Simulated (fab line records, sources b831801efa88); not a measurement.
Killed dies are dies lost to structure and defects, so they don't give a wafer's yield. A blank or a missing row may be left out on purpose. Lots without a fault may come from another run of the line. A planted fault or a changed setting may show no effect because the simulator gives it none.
fab line records | flow sky130 | part 1 of 2: steps 1 to 33 of 40
record lots=5 wafers=15 last_day=50
route steps=708 shown GATE_OXIDE@195 POLY_GATE@204 RES_PROTECT@206
lots that met no fault: from a run of the same line without faults
start_h: hours from the record's first day to the start of the lot's first wafer shown | wait_h: hours since the lot's step before | " the same as in the row above | L1.1+2: a row that stands for several wafers | - no value, or no start given | * or withheld: withheld | < > ~ a bound
route shown NAME@n: a module of which the file shows steps, and the number in the route of the first | usual: mean/standard deviation of fault-free wafers | same: alike in all rows | chamber/n: place in a boat | sites: the reading at each site | _std_site: their standard deviation | _edge_site: outer sites' mean less inner sites' | radius_mm: how far each site lies from the wafer's centre | mask NAME#n: copy n | behind: the tool/chamber that last shaped the wafer | hold: why the lot was held/for how many hours/how that ended | device: the transistor (n, p or np) that didn't switch | end of line: the same wafers' tests at the end of the route | a step without rows: its recipe alone | killed: dies lost to structure and defects at the first sort, not the wafer's yield | map: a wafer's dies, x killed, . not, _ none there
set.NAME: the setting as run; set.NAME@STEP: as run at that earlier step | model.NAME: the simulator's own value behind a step, which no gauge read
lots at some steps of the route; a table a step, a row a wafer
services: from which hour (start_h, from the record's first day; less than 0 if before it) a tool's chamber was out of use, for how many hours, and why
## steps
# step SKY_GATE_OXIDE_PEB_08
# recipe temp_c=withheld time_s=* resist=NOVOLAK
# columns lot.wafer tool chamber start_h wait_h
L078.2+4+6 litho_track-02 0 - -
L080.2+3+5 litho_track-04 0 - -
L083.1+5+6 litho_track-02 0 - -
L092.3+4+5 litho_track-03 0 - -
L097.1+2+6 litho_track-03 0 - -
# step SKY_GATE_OXIDE_DEVELOP_09
# recipe resist=NOVOLAK developer=TMAH develop_time_s=60 dev_temp_c=23
# columns lot.wafer tool chamber start_h wait_h
L078.2+4+6 litho_track-02 0 327.83 0.1
L080.2+3+5 litho_track-04 0 348.25 0.1
L083.1+5+6 litho_track-02 0 370.66 0.1
L092.3+4+5 litho_track-03 0 455.41 0.1
L097.1+2+6 litho_track-03 0 514.06 0.1
# step SKY_GATE_OXIDE_OVL_MEAS_10
# usual GATE_OXIDE_OVL=0.9/1.3
# columns lot.wafer tool chamber start_h wait_h GATE_OXIDE_OVL[nm]
L078.2 overlay-01 - 327.96 0.1 0.0
L078.4 " - " " 0.1
L078.6 " - " " 1.3
L080.2 overlay-02 - 348.38 0.1 0.6
L080.3 " - " " -1.0
L080.5 " - " " 0.4
L083.1 overlay-01 - 370.81 0.1 2.1
L083.5 " - " " 2.1
L083.6 " - " " 2.2
L092.3 overlay-01 - 455.52 0.1 2.4
L092.4 " - " " 2.0
L092.5 " - " " 1.4
L097.1 overlay-01 - 514.21 0.1 -0.9
L097.2 " - " " 0.2
L097.6 " - " " -0.1
# step SKY_GATE_OXIDE_IMPLANT_11
# recipe species=B energy_kev=10 dose_cm2=2.6e+12 tilt_deg=withheld
# usual end_station_pressure_torr=5.03e-06/2.5e-07
# columns lot.wafer tool chamber start_h wait_h end_station_pressure_torr
L078.2 implanter-03 0 328.02 0.0 4.8e-06
L078.4 " 0 " " 4.84e-06
L078.6 " 0 " " 4.74e-06
L080.2 implanter-03 0 348.44 0.0 5.08e-06
L080.3 " 0 " " 5.04e-06
L080.5 " 0 " " 5.07e-06
L083.1 implanter-03 0 370.84 0.0 5.13e-06
L083.5 " 0 " " 5.13e-06
L083.6 " 0 " " 5.25e-06
L092.3 implanter-03 0 455.60 0.1 5e-06
L092.4 " 0 " " 5.12e-06
L092.5 " 0 " " 4.98e-06
L097.1 implanter-03 0 514.25 0.0 4.6e-06
L097.2 " 0 " " 4.83e-06
L097.6 " 0 " " 4.85e-06
# step SKY_GATE_OXIDE_WET_ETCH_12
# recipe chemistry=dHF target_depth_nm=16.8 dry=n2_spin target=SiO2 dilution=100:1 temp_c=25 time_s=336
# columns lot.wafer tool chamber start_h wait_h
L078.2+4+6 wet_bench-03 1 328.14 0.1
L080.2+3+5 wet_bench-02 2 348.56 0.1
L083.1+5+6 wet_bench-03 2 370.99 0.1
L092.3+4+5 wet_bench-04 3 455.70 0.1
L097.1+2+6 wet_bench-02 1 514.40 0.1
# step SKY_GATE_OXIDE_STRIP_13
# recipe chemistry=O2/N2 power_w=1400 pressure_mtorr=1500 platen_temp_c=withheld o2_flow_sccm=3000 n2_flow_sccm=300 overash_fraction=0.5
# usual drypump_motor_current_A=5.81/0.22 n2_flow_sccm=300.1/0.72 oes_product_au=0.715/0.004 strip_time_to_endpoint_s=14.17/0.038
# same overash_fraction=0.5
# columns lot.wafer tool chamber start_h wait_h drypump_motor_current_A n2_flow_sccm oes_product_au rf_hours_counter_h strip_time_to_endpoint_s
L078.2 plasma_asher-01 1 328.24 0.0 5.77 300.6 0.718 49 14.22
L078.4 " 0 " " 5.98 299.7 0.715 - 14.16
L078.6 " 1 " " 5.76 299.5 0.720 - 14.14
L080.2 plasma_asher-02 1 348.66 0.0 5.48 300.1 0.720 68 14.17
L080.3 " 0 " " 6.05 300.1 0.707 - 14.14
L080.5 " 0 " " 6.11 300.3 0.711 - 14.21
L083.1 plasma_asher-01 1 371.09 0.0 5.72 300.0 0.725 54 14.19
L083.5 " 0 " " 5.97 299.9 0.718 - 14.17
L083.6 " 1 " " 5.72 300.0 0.713 - 14.14
L092.3 plasma_asher-01 1 455.85 0.0 5.76 299.8 0.719 - 14.11
L092.4 " 0 " " 6.02 299.7 0.712 - 14.14
L092.5 " 0 " " 6.02 300.1 0.717 - 14.18
L097.1 plasma_asher-01 1 514.50 0.0 5.73 299.5 0.710 69 14.20
L097.2 " 0 " " 5.98 300.9 0.713 69 14.20
L097.6 " 1 " " 5.72 299.9 0.717 - 14.18
# step SKY_GATE_OXIDE_TW_MEAS_14
# usual GATE_OXIDE_TW=223.6/1.7
# columns lot.wafer tool chamber start_h wait_h GATE_OXIDE_TW
L078.2 film_metro-02 - 328.35 0.1 225.9
L078.4 " - " " 226.1
L078.6 " - " " 224.9
L080.2 film_metro-02 - 348.77 0.1 225.3
L080.3 " - " " 224.0
L080.5 " - " " 224.6
L083.1 film_metro-04 - 371.19 0.1 221.9
L083.5 " - " " 222.1
L083.6 " - " " 221.4
L092.3 film_metro-04 - 455.94 0.1 221.3
L092.4 " - " " 221.4
L092.5 " - " " 221.1
L097.1 film_metro-01 - 514.60 0.1 223.0
L097.2 " - " " 222.4
L097.6 " - " " 222.0
# step SKY_GATE_OXIDE_CLEAN_15
# recipe chemistry=SC1/SC2 mix=1:4:20 temp_c=70 time_s=150 dry=n2_spin
# columns lot.wafer tool chamber start_h wait_h
L078.2+4+6 wet_bench-04 1 328.40 0.0
L080.2+3+5 wet_bench-03 3 348.82 0.0
L083.1+5+6 wet_bench-02 0 371.25 0.1
L092.3+4+5 wet_bench-02 3 455.98 0.0
L097.1+2+6 wet_bench-02 1 514.66 0.1
# step SKY_GATE_OXIDE_OXIDATION_16
# recipe temp_c=800 ambient=O2 idle_temp_c=700 ramp_up_c_per_min=10 ramp_down_c_per_min=3 stabilise_s=600 purge_s=300 target_thk_a=35.7 ox_time_s=1915
# usual tube_center_temp_C_max=802.07/0.29
# columns lot.wafer tool chamber start_h wait_h tube_center_temp_C_max
L078.2 furnace-02 0 328.50 0.0 802.20
L078.4 " 0 " " 802.46
L078.6 " 0 " " 802.28
L080.2 furnace-01 0 349.54 0.7 801.98
L080.3 " 0 " " 802.43
L080.5 " 0 " " 802.08
L083.1 furnace-01 0 371.30 0.0 801.86
L083.5 " 0 " " 802.13
L083.6 " 0 " " 801.67
L092.3 furnace-01 0 456.03 0.0 801.88
L092.4 " 0 " " 801.89
L092.5 " 0 " " 802.40
L097.1 furnace-02 0 514.71 0.0 802.52
L097.2 " 0 " " 801.65
L097.6 " 0 " " 802.09
# step SKY_POLY_GATE_CVD_00
# recipe material=poly-Si target_thk_nm=180 temp_c=620 time_s=720 pressure_mtorr=200
# columns lot.wafer tool chamber start_h wait_h
L078.2+4+6 lpcvd-01 1 330.03 0.0
L080.2+3+5 lpcvd-01 0 351.07 0.0
L083.1+5+6 lpcvd-01 1 372.83 0.0
L092.3+4+5 lpcvd-01 1 457.56 0.0
L097.1+2+6 lpcvd-01 1 516.24 0.0
# step SKY_POLY_GATE_THK_MEAS_01
# recipe reads=poly-Si_of_POLY_GATE_CVD_00
# usual POLY_GATE_CVD_00_THK=180.8/1.6
# columns lot.wafer tool chamber start_h wait_h POLY_GATE_CVD_00_THK[nm]
L078.2 film_metro-02 - 331.24 0.0 180.1
L078.4 " - " " 181.3
L078.6 " - " " 181.4
L080.2 film_metro-01 - 352.28 0.0 182.6
L080.3 " - " " 180.8
L080.5 " - " " 183.2
L083.1 film_metro-02 - 374.03 0.0 181.6
L083.5 " - " " 179.8
L083.6 " - " " 181.1
L092.3 film_metro-02 - 458.78 0.0 180.2
L092.4 " - " " 178.4
L092.5 " - " " 178.6
L097.1 film_metro-03 - 517.44 0.0 181.3
L097.2 " - " " 180.0
L097.6 " - " " 181.1
# step SKY_RES_PROTECT_DEHYDRATE_00
# recipe temp_c=200 time_s=60
# columns lot.wafer tool chamber start_h wait_h
L078.2+4+6 litho_track-02 0 344.38 13.1
L080.2+3+5 litho_track-01 0 366.20 13.9
L083.1+5+6 litho_track-04 0 386.83 12.8
L092.3+4+5 litho_track-04 0 473.87 15.1
L097.1+2+6 litho_track-01 0 532.02 14.6
# step SKY_RES_PROTECT_HMDS_01
# recipe prime_time_s=60 prime_temp_c=120
# columns lot.wafer tool chamber start_h wait_h
L078.2+4+6 litho_track-02 0 344.53 0.1
L080.2+3+5 litho_track-01 0 366.35 0.1
L083.1+5+6 litho_track-04 0 386.98 0.1
L092.3+4+5 litho_track-04 0 474.02 0.1
L097.1+2+6 litho_track-01 0 532.17 0.1
# step SKY_RES_PROTECT_COAT_02
# recipe resist=NOVOLAK spin_rpm=3000 resist_thk_nm=1140
# usual dispense_pressure_kPa=51/6
# columns lot.wafer tool chamber start_h wait_h dispense_pressure_kPa
L078.2 litho_track-02 0 344.68 0.1 43
L078.4 " 0 " " 43
L078.6 " 0 " " 43
L080.2 litho_track-01 0 366.50 0.1 52
L080.3 " 0 " " 52
L080.5 " 0 " " 52
L083.1 litho_track-04 0 387.13 0.1 58
L083.5 " 0 " " 58
L083.6 " 0 " " 58
L092.3 litho_track-04 0 474.17 0.1 58
L092.4 " 0 " " 58
L092.5 " 0 " " 58
L097.1 litho_track-01 0 532.32 0.1 52
L097.2 " 0 " " 52
L097.6 " 0 " " 52
# step SKY_RES_PROTECT_SOFTBAKE_03
# recipe temp_c=90 time_s=60 resist=NOVOLAK
# columns lot.wafer tool chamber start_h wait_h
L078.2+4+6 litho_track-02 0 344.83 0.1
L080.2+3+5 litho_track-01 0 366.65 0.1
L083.1+5+6 litho_track-04 0 387.28 0.1
L092.3+4+5 litho_track-04 0 474.32 0.1
L097.1+2+6 litho_track-01 0 532.47 0.1
# step SKY_RES_PROTECT_EXPOSE_04
# recipe mask_id=RPM na=0.6 source_shape=conventional sigma_outer=0.6 polarization=unpolarized target_cd_nm=1270 dose_mj=131
# columns lot.wafer tool chamber start_h wait_h mask
L078.2+4+6 iline_stepper-01 0 - - RPM#0
L080.2+3+5 iline_stepper-02 0 - - RPM#0
L083.1+5+6 iline_stepper-02 0 - - RPM#0
L092.3+4+5 iline_stepper-02 0 - - RPM#0
L097.1+2+6 iline_stepper-02 0 - - RPM#0
# step SKY_RES_PROTECT_PEB_05
# recipe temp_c=withheld time_s=* resist=NOVOLAK
# columns lot.wafer tool chamber start_h wait_h
L078.2+4+6 litho_track-04 0 - -
L080.2+3+5 litho_track-02 0 - -
L083.1+5+6 litho_track-01 0 - -
L092.3+4+5 litho_track-01 0 - -
L097.1+2+6 litho_track-04 0 - -
# step SKY_RES_PROTECT_DEVELOP_06
# recipe resist=NOVOLAK developer=TMAH develop_time_s=60 dev_temp_c=23
# columns lot.wafer tool chamber start_h wait_h
L078.2+4+6 litho_track-04 0 358.00 0.1
L080.2+3+5 litho_track-02 0 380.88 0.1
L083.1+5+6 litho_track-01 0 401.57 0.1
L092.3+4+5 litho_track-01 0 489.22 0.1
L097.1+2+6 litho_track-04 0 546.52 0.1
# step SKY_POLY_GATE_IMPLANT_02
# recipe species=P energy_kev=30 dose_cm2=7.628e+15 tilt_deg=0
# usual end_station_pressure_torr=1.17e-05/9e-07
# columns lot.wafer tool chamber start_h wait_h end_station_pressure_torr
L078.2 implanter-03 0 358.15 0.1 1.21e-05
L078.4 " 0 " " 1.04e-05
L078.6 " 0 " " 1.13e-05
L080.2 implanter-02 0 381.03 0.1 1.34e-05
L080.3 " 0 " " 1.31e-05
L080.5 " 0 " " 1.22e-05
L083.1 implanter-03 0 401.72 0.1 1.06e-05
L083.5 " 0 " " 1.12e-05
L083.6 " 0 " " 1.09e-05
L092.3 implanter-02 0 489.37 0.1 1.23e-05
L092.4 " 0 " " 1.28e-05
L092.5 " 0 " " 1.27e-05
L097.1 implanter-04 0 546.67 0.1 1.12e-05
L097.2 " 0 " " 1.08e-05
L097.6 " 0 " " 1.01e-05
# step SKY_RES_PROTECT_STRIP_07
# recipe chemistry=O2/N2 power_w=1400 pressure_mtorr=1500 platen_temp_c=withheld o2_flow_sccm=3000 n2_flow_sccm=300 overash_fraction=0.5
# usual drypump_motor_current_A=5.6/0.45 n2_flow_sccm=300.0/0.99 oes_product_au=0.519/0.0044 strip_time_to_endpoint_s=23.26/0.042
# same overash_fraction=0.5
# columns lot.wafer tool chamber start_h wait_h drypump_motor_current_A n2_flow_sccm oes_product_au rf_hours_counter_h strip_time_to_endpoint_s
L078.2 plasma_asher-01 1 358.28 0.1 5.7 298.4 0.520 53 23.29
L078.4 " 1 " " 5.7 298.3 0.515 - 23.24
L078.6 " 1 " " 5.7 299.5 0.519 - 23.19
L080.2 plasma_asher-01 0 381.16 0.1 6.0 300.9 0.527 55 23.28
L080.3 " 0 " " 6.0 301.1 0.513 - 23.23
L080.5 " 1 " " 5.8 298.5 0.518 - 23.31
L083.1 plasma_asher-02 1 401.87 0.1 5.5 299.3 0.519 73 23.32
L083.5 " 1 " " 5.5 301.1 0.522 - 23.25
L083.6 " 0 " " 6.1 299.2 0.516 - 23.28
L092.3 plasma_asher-02 1 489.50 0.1 5.5 300.9 0.518 - 23.34
L092.4 " 0 " " 6.1 298.1 0.520 - 23.35
L092.5 " 1 " " 5.5 300.6 0.520 - 23.32
L097.1 plasma_asher-01 0 546.82 0.1 6.0 301.3 0.516 72 23.23
L097.2 " 1 " " 5.8 299.8 0.523 72 23.28
L097.6 " 1 " " 5.8 300.1 0.517 - 23.24
# step SKY_RES_PROTECT_TW_MEAS_08
# usual POLY_GATE_TW=4025/23
# columns lot.wafer tool chamber start_h wait_h POLY_GATE_TW
L078.2 film_metro-03 - 358.39 0.1 4036
L078.4 " - " " 4028
L078.6 " - " " 4049
L080.2 film_metro-02 - 381.27 0.1 4072
L080.3 " - " " 4064
L080.5 " - " " 4079
L083.1 film_metro-02 - 401.97 0.1 4035
L083.5 " - " " 4049
L083.6 " - " " 4028
L092.3 film_metro-04 - 489.59 0.1 4012
L092.4 " - " " 4006
L092.5 " - " " 4012
L097.1 film_metro-04 - 546.92 0.1 4007
L097.2 " - " " 4002
L097.6 " - " " 4048
# step SKY_RES_PROTECT_CLEAN_09
# recipe chemistry=SC1/SC2 mix=1:4:20 temp_c=70 time_s=150 dry=n2_spin
# columns lot.wafer tool chamber start_h wait_h
L078.2+4+6 wet_bench-03 2 358.44 0.0
L080.2+3+5 wet_bench-04 1 381.32 0.0
L083.1+5+6 wet_bench-03 3 402.03 0.1
L092.3+4+5 wet_bench-04 1 489.63 0.0
L097.1+2+6 wet_bench-04 0 546.98 0.1
# step SKY_POLY_GATE_CVD_03
# recipe material=Si3N4 precursor=DCS/NH3 target_thk_nm=75 temp_c=770 time_s=1290 pressure_mtorr=250
# columns lot.wafer tool chamber start_h wait_h
L078.2+4+6 lpcvd-02 1 358.49 0.0
L080.2+3+5 lpcvd-02 0 381.37 0.0
L083.1+5+6 lpcvd-02 1 404.31 2.2
L092.3+4+5 lpcvd-02 1 489.68 0.0
L097.1+2+6 lpcvd-02 0 547.03 0.0
# step SKY_POLY_GATE_THK_MEAS_04
# recipe reads=Si3N4_of_POLY_GATE_CVD_03
# usual POLY_GATE_CVD_03_THK=75.3/0.62
# columns lot.wafer tool chamber start_h wait_h POLY_GATE_CVD_03_THK[nm]
L078.2 film_metro-03 - 359.86 0.0 75.4
L078.4 " - " " 75.1
L078.6 " - " " 75.7
L080.2 film_metro-01 - 383.42 0.0 75.8
L080.3 " - " " 76.3
L080.5 " - " " 75.4
L083.1 film_metro-02 - 405.67 0.0 75.0
L083.5 " - " " 75.7
L083.6 " - " " 75.1
L092.3 film_metro-03 - 491.06 0.0 75.9
L092.4 " - " " 75.9
L092.5 " - " " 75.8
L097.1 film_metro-03 - 548.39 0.0 75.6
L097.2 " - " " 75.7
L097.6 " - " " 75.8
# step SKY_POLY_GATE_DEHYDRATE_05
# recipe temp_c=200 time_s=60
# columns lot.wafer tool chamber start_h wait_h
L078.2+4+6 litho_track-03 0 373.19 13.3
L080.2+3+5 litho_track-04 0 397.10 13.7
L083.1+5+6 litho_track-04 0 419.68 14.0
L092.3+4+5 litho_track-03 0 506.01 14.9
L097.1+2+6 litho_track-01 0 562.82 14.4
# step SKY_POLY_GATE_HMDS_06
# recipe prime_time_s=60 prime_temp_c=120
# columns lot.wafer tool chamber start_h wait_h
L078.2+4+6 litho_track-03 0 373.34 0.1
L080.2+3+5 litho_track-04 0 397.25 0.1
L083.1+5+6 litho_track-04 0 419.83 0.1
L092.3+4+5 litho_track-03 0 506.16 0.1
L097.1+2+6 litho_track-01 0 562.97 0.1
# step SKY_POLY_GATE_COAT_07
# recipe resist=BARC temp_c=withheld time_s=withheld spin_rpm=3000 resist_thk_nm=110
# usual dispense_pressure_kPa=53.3/2.9
# columns lot.wafer tool chamber start_h wait_h dispense_pressure_kPa
L078.2 litho_track-03 0 373.49 0.1 50.8
L078.4 " 0 " " 50.8
L078.6 " 0 " " 50.8
L080.2 litho_track-04 0 397.40 0.1 57.8
L080.3 " 0 " " 57.7
L080.5 " 0 " " 57.8
L083.1 litho_track-04 0 419.98 0.1 57.7
L083.5 " 0 " " 57.8
L083.6 " 0 " " 57.8
L092.3 litho_track-03 0 506.31 0.1 50.8
L092.4 " 0 " " 50.8
L092.5 " 0 " " 50.8
L097.1 litho_track-01 0 563.12 0.1 52.2
L097.2 " 0 " " 52.2
L097.6 " 0 " " 52.2
# step SKY_POLY_GATE_COAT_08
# recipe resist=KrF-thick spin_rpm=3000 resist_thk_nm=450
# usual dispense_pressure_kPa=53.4/2.9
# columns lot.wafer tool chamber start_h wait_h dispense_pressure_kPa
L078.2 litho_track-03 0 - - 50.8
L078.4 " 0 " " 50.8
L078.6 " 0 " " 50.8
L080.2 litho_track-04 0 - - 57.7
L080.3 " 0 " " 57.7
L080.5 " 0 " " 57.7
L083.1 litho_track-04 0 - - 57.7
L083.5 " 0 " " 57.7
L083.6 " 0 " " 57.7
L092.3 litho_track-03 0 - - 50.7
L092.4 " 0 " " 50.8
L092.5 " 0 " " 50.8
L097.1 litho_track-01 0 - - 52.2
L097.2 " 0 " " 52.2
L097.6 " 0 " " 52.3
# step SKY_POLY_GATE_SOFTBAKE_09
# recipe temp_c=100 time_s=90 resist=KrF-thick
# columns lot.wafer tool chamber start_h wait_h
L078.2+4+6 litho_track-03 0 - -
L080.2+3+5 litho_track-04 0 - -
L083.1+5+6 litho_track-04 0 - -
L092.3+4+5 litho_track-03 0 - -
L097.1+2+6 litho_track-01 0 - -
# step SKY_POLY_GATE_EXPOSE_10
# recipe mask_id=P1M na=0.68 source_shape=conventional sigma_outer=0.6 target_cd_nm=150 dose_mj=28
# columns lot.wafer tool chamber start_h wait_h mask
L078.2+4+6 krf_scanner-01 0 - - P1M#0
L080.2+3+5 krf_scanner-01 0 - - P1M#0
L083.1+5+6 krf_scanner-01 0 - - P1M#0
L092.3+4+5 krf_scanner-02 0 - - P1M#0
L097.1+2+6 krf_scanner-01 0 - - P1M#0
# step SKY_POLY_GATE_PEB_11
# recipe peb_temp_c=withheld peb_time_s=withheld resist=KrF-thick
# columns lot.wafer tool chamber start_h wait_h
L078.2+4+6 litho_track-03 0 - -
L080.2+3+5 litho_track-03 0 - -
L083.1+5+6 litho_track-03 0 - -
L092.3+4+5 litho_track-04 0 - -
L097.1+2+6 litho_track-01 0 - -
# step SKY_POLY_GATE_DEVELOP_12
# recipe develop_time_s=60 resist=KrF-thick dev_temp_c=21
# columns lot.wafer tool chamber start_h wait_h
L078.2+4+6 litho_track-03 0 - -
L080.2+3+5 litho_track-03 0 - -
L083.1+5+6 litho_track-03 0 - -
L092.3+4+5 litho_track-04 0 - -
L097.1+2+6 litho_track-01 0 - -
# step SKY_POLY_GATE_CD_MEAS_13
# recipe target_cd_nm=150
# usual cd_nm=150.1/1.1
# columns lot.wafer tool chamber start_h wait_h cd_nm
L078.2 cd_sem-01 - 387.48 - 149.0
L078.4 " - " " 148.8
L078.6 " - " " 149.0
L080.2 cd_sem-01 - 412.48 - 150.3
L080.3 " - " " 149.4
L080.5 " - " " 150.3
L083.1 cd_sem-02 - 435.56 - 149.6
L083.5 " - " " 148.9
L083.6 " - " " 149.0
L092.3 cd_sem-02 - 521.96 - 150.5
L092.4 " - " " 150.0
L092.5 " - " " 149.6
L097.1 cd_sem-02 - 578.17 - 151.7
L097.2 " - " " 152.1
L097.6 " - " " 152.4
